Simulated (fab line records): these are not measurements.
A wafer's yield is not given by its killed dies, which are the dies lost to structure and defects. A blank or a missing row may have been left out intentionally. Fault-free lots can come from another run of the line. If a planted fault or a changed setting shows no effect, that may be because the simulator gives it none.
Problem report in the 8D (eight disciplines) form, filled by code	flow sfqLine	the parts of the form that need people (team, actions taken, sign-off) are left out

## 1. WHAT IS WRONG
Wafers without a fault read 70.1 s, standard deviation 0.38; runLengthS at SFQ_TRILAYER_I1_VIA_BARC_OPEN_VIA_ETCH_071 reads a mean of 81.4 s on 4 wafers belonging to 3 lots. Relative to the usual mean, that is a shift of +30 standard deviations.
The step: etches BARC in O2, target depth 125 nm, time 41.7 s.
First seen on wafer L707.6, day 28 23:43, on rieDiel-02. The record holds 42 wafers of 15 lots with a number at this step. By rule, "out" or "out of limits" means more than 4 standard deviations away from the usual mean. All remaining wafers that have a number are taken as sound.

## 2. WHAT IT IS AND WHAT IT IS NOT
question	is	is not
which readings at this step	runLengthS, oesProductAu	biasW, drypumpMotorCurrentA
which lots	L707, L708, L709	L692, L693, L694, L695, L697, L698, L700, L701, L703, L704, L705, L706
which wafers of those lots	L707.6, L708.2, L708.6, L709.2	L707.3, L709.3
read on which tools	rieDiel-02	rieDiel-01, rieDiel-03
when	from day 28 23:43	up to then (37 sound wafers); but 1 sound wafer of L709 came after

## 3. THE SUSPECTS, EACH WITH WHAT RULES IT OUT
Counting: any tool at a process step up to the reading remains a suspect provided it ran every lot that is out. Sound lots after the first of them don't rule it out here, since some wafers of a struck lot are sound.
- rieDiel-02 at SFQ_TRILAYER_I1_VIA_BARC_OPEN_VIA_ETCH_071 (etches BARC in O2, target depth 125 nm, time 41.7 s): kept. Ran every lot that is out, first one L707 (day 28 23:43); last sound lot up to then L706 (day 28 16:31). Its own readings are out on those wafers: oesProductAu, runLengthS.
- Within rieDiel-02 at SFQ_TRILAYER_I1_VIA_BARC_OPEN_VIA_ETCH_071: the wafers that are out ran in chambers 1, 2; their sound lot-mates ran in chambers 0, 3.
Remaining after the count: rieDiel-02 at SFQ_TRILAYER_I1_VIA_BARC_OPEN_VIA_ETCH_071.

## 4. THE CAUSE (what the simulator had put in)
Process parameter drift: rieDiel-02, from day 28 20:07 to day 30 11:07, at SFQ_TRILAYER_I1_VIA_BARC_OPEN_VIA_ETCH_071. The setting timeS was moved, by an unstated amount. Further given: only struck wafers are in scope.
After counting, this tool was the only one left.

## 5. SEQUENCE OF EFFECTS, ordered by route
Each row: a reading where the mean over the struck wafers with a number is more than 3 standard deviations away from the usual. Only readings for which the record gives a usual standard deviation are gone through. hours: the time from each lot's start at the first step in this table that gives one to its start at this step, as a median over the lots. sigmas: the change in usual standard deviations.
hours	step	reading	usual	on struck wafers	change	sigmas
0	SFQ_TRILAYER_I1_VIA_BARC_OPEN_VIA_ETCH_071	oesProductAu	0.685 a.u.	0.619	-0.066	-17
0	SFQ_TRILAYER_I1_VIA_BARC_OPEN_VIA_ETCH_071	runLengthS	70.1 s	81.4	+11.3	+30
The process steps in it:
- SFQ_TRILAYER_I1_VIA_BARC_OPEN_VIA_ETCH_071: etches BARC in O2, target depth 125 nm, time 41.7 s.

## 6. HOW IT WOULD HAVE BEEN CAUGHT EARLIER
4 hours passed between the start of the fault at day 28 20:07 and the first reading out of limits in this record, taken at day 28 23:43.
